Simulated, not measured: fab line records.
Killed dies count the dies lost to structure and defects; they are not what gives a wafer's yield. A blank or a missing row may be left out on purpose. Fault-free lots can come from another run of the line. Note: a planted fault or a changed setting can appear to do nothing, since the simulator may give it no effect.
Check of tool commonality	flow gf180mcu	13 lots, 38 wafers sampled

## WHAT PROMPTED THE OPENING
2 of 13 lots carry a flag on the reading VT_IMPLANT_OVL at GF_VT_IMPLANT_OVL_MEAS_07. Fault-free wafers read -0.4 nm, with a standard deviation of 1.3.
Rule: a lot is flagged in two cases, either no wafer of it has a number, or all its wafers with numbers fall more than 4 standard deviations from that mean. All remaining lots are regarded as sound.

lot	measured	on	VT_IMPLANT_OVL (nm), wafer by wafer	flag
L675	day 5 18:31	overlay-02	1.0 2.0 1.6	
L676	day 6 02:19	overlay-02	2.0 1.2 1.1	
L677	day 6 09:55	overlay-01	0.3 0.6 -1.2	
L678	day 6 12:57	overlay-02	-2.7 -0.7 -1.6	
L680	day 6 17:40	overlay-02	-0.5 0.5 -0.6	
L681	day 7 05:27	overlay-01	-0.7 0.1 -1.9	
L682	day 7 14:28	overlay-01	-2.3 -1.1	
L683	day 7 18:50	overlay-02	-0.4 1.1 0.1	
L688	day 8 23:34	overlay-01	-1.0 -3.1 -2.1	
L689	day 9 05:34	overlay-02	-0.3 -1.5 -0.9	
L693	day 10 07:18	overlay-01	-114.5 -115.1 -116.1	FLAGGED
L694	day 10 11:42	overlay-01	-115.1 -113.8 -115.2	FLAGGED
L697	day 11 06:58	overlay-02	1.4 0.1 0.4	
The mean of the flagged lots' numbers is -115.0 nm, -114.6 nm from the usual (-88 standard deviations).

## LOT BY LOT: THE TOOL USED
The record holds 1 process step before the reading, out of a route of 602 steps. Each cell gives the tool, then ch followed by the chambers the sampled wafers passed through, then the start.
lot	flag	GF_VT_IMPLANT_EXPOSE_04
L675		iline stepper-01 ch 0, day 5 11:31
L676		iline stepper-01 ch 0, day 5 19:37
L677		iline stepper-02 ch 0, day 6 02:35
L678		iline stepper-02 ch 0, day 6 05:59
L680		iline stepper-02 ch 0, day 6 10:34
L681		iline stepper-02 ch 0, day 6 21:47
L682		iline stepper-01 ch 0, day 7 06:50
L683		iline stepper-01 ch 0, day 7 10:58
L688		iline stepper-01 ch 0, day 8 15:49
L689		iline stepper-02 ch 0, day 8 20:35
L693	FLAGGED	iline stepper-02 ch 0, day 9 23:05
L694	FLAGGED	iline stepper-02 ch 0, day 10 03:32
L697		iline stepper-01 ch 0, day 10 22:24
These steps, and what they do:
- GF_VT_IMPLANT_EXPOSE_04: exposes mask LVPWELL LV AREA, target cd 600 nm.
- GF_VT_IMPLANT_OVL_MEAS_07

## FLAGGED AGAINST TOTAL, ONE TOOL AT A TIME (gauges that did the reading follow at the end)
step	tool	lots run	flagged	share of the flagged lots	sound lots run after its first flagged lot
GF_VT_IMPLANT_EXPOSE_04	iline stepper-01	6	0	none	-
GF_VT_IMPLANT_EXPOSE_04	iline stepper-02	7	2	all	0
GF_VT_IMPLANT_OVL_MEAS_07	overlay-01	6	2	all	0
GF_VT_IMPLANT_OVL_MEAS_07	overlay-02	7	0	none	-

## WHAT IS ALLOWED BY THE TABLE
In 2 table rows, all flagged lots were run: iline stepper-02 (GF_VT_IMPLANT_EXPOSE_04), overlay-01 (GF_VT_IMPLANT_OVL_MEAS_07).
- iline stepper-02 at GF_VT_IMPLANT_EXPOSE_04 ran 7 lots, 2 of them flagged. Its last sound lot is L689 (day 8 20:35), its first flagged lot L693 (day 9 23:05): a fault that began between those two fits.
- overlay-01 at GF_VT_IMPLANT_OVL_MEAS_07 ran 6 lots, 2 of them flagged. Its last sound lot is L688 (day 8 23:34), its first flagged lot L693 (day 10 07:18): a fault that began between those two fits.
Because each of these 2 tools fits a fault that began at some hour, counting lots does not separate them. More lots, or a look at what each step does to the wafer, might.

## WHAT THE SIMULATOR HAD INSERTED
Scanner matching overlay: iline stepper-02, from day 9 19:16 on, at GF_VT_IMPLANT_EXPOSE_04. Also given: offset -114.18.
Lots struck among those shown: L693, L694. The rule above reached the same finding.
